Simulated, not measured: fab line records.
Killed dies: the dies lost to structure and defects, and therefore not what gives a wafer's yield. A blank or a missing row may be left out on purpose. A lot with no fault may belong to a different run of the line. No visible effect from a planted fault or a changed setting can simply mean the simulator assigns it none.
Which of the tools did it? / flow gf180mcu / 7 lots, 21 wafers sampled, at 2 steps of a route of 602

## WHAT EACH GAUGE READ, for each wafer
GF_HV_LDD_TW_MEAS_50.
lot=L723; measured=day 13 03:45; on=film_metro-01; HV_LDD_4_TW=570 571 567
lot=L726; measured=day 14 00:59; on=film_metro-03; HV_LDD_4_TW=569 569 572
lot=L728; measured=day 15 01:13; on=film_metro-03; HV_LDD_4_TW=566 567 567
lot=L731; measured=day 15 20:29; on=film_metro-01; HV_LDD_4_TW=572 571 566
lot=L733; measured=day 16 11:49; on=film_metro-01; HV_LDD_4_TW=563 564 564
lot=L735; measured=day 17 02:04; on=film_metro-01; HV_LDD_4_TW=548 551 549
lot=L744; measured=day 20 00:51; on=film_metro-03; HV_LDD_4_TW=566 565 565

## EACH LOT AND THE TOOL THAT RAN IT (in order: tool; ch and the chambers of the sampled wafers; start)
lot=L723; GF_HV_LDD_IMPLANT_48=implanter-01 ch 0, day 13 03:32
lot=L726; GF_HV_LDD_IMPLANT_48=implanter-01 ch 0, day 14 00:44
lot=L728; GF_HV_LDD_IMPLANT_48=implanter-02 ch 0, day 15 00:58
lot=L731; GF_HV_LDD_IMPLANT_48=implanter-03 ch 0, day 15 20:16
lot=L733; GF_HV_LDD_IMPLANT_48=implanter-01 ch 0, day 16 11:34
lot=L735; GF_HV_LDD_IMPLANT_48=implanter-01 ch 0, day 17 01:49
lot=L744; GF_HV_LDD_IMPLANT_48=implanter-02 ch 0, day 20 00:38
- GF_HV_LDD_IMPLANT_48

## THE ANSWER, worked out from the rows above alone
Rule: the usual values come from the lots themselves. The widest of any qualifying gaps counts: lots, ordered by their means at a reading, are off when they make up no more than a third of the lots, leave a main group of 4 or more, and stand apart from it by 3 or more times the standard deviation of that group's means. A main group is skipped when, at the precision printed for the reading in the tables above, its means are all equal. A lot without any number at a reading at which 4 lots or more have one is off too. Any other lot the step has rows for is counted as sound.
Off: at GF_HV_LDD_TW_MEAS_50 (HV_LDD_4_TW), L735. The main group: mean 567, standard deviation 2.4.
A tool fits if, at a process step before that reading, it ran every lot that is off, and no sound lot after the first of them. Gauges at GF_HV_LDD_TW_MEAS_50: tried the same way as those tools. 2 tools fit, implanter-01 at GF_HV_LDD_IMPLANT_48 and film_metro-01 at GF_HV_LDD_TW_MEAS_50, so this cannot tell which one it is.

## WHAT THE SIMULATOR HAD PUT IN
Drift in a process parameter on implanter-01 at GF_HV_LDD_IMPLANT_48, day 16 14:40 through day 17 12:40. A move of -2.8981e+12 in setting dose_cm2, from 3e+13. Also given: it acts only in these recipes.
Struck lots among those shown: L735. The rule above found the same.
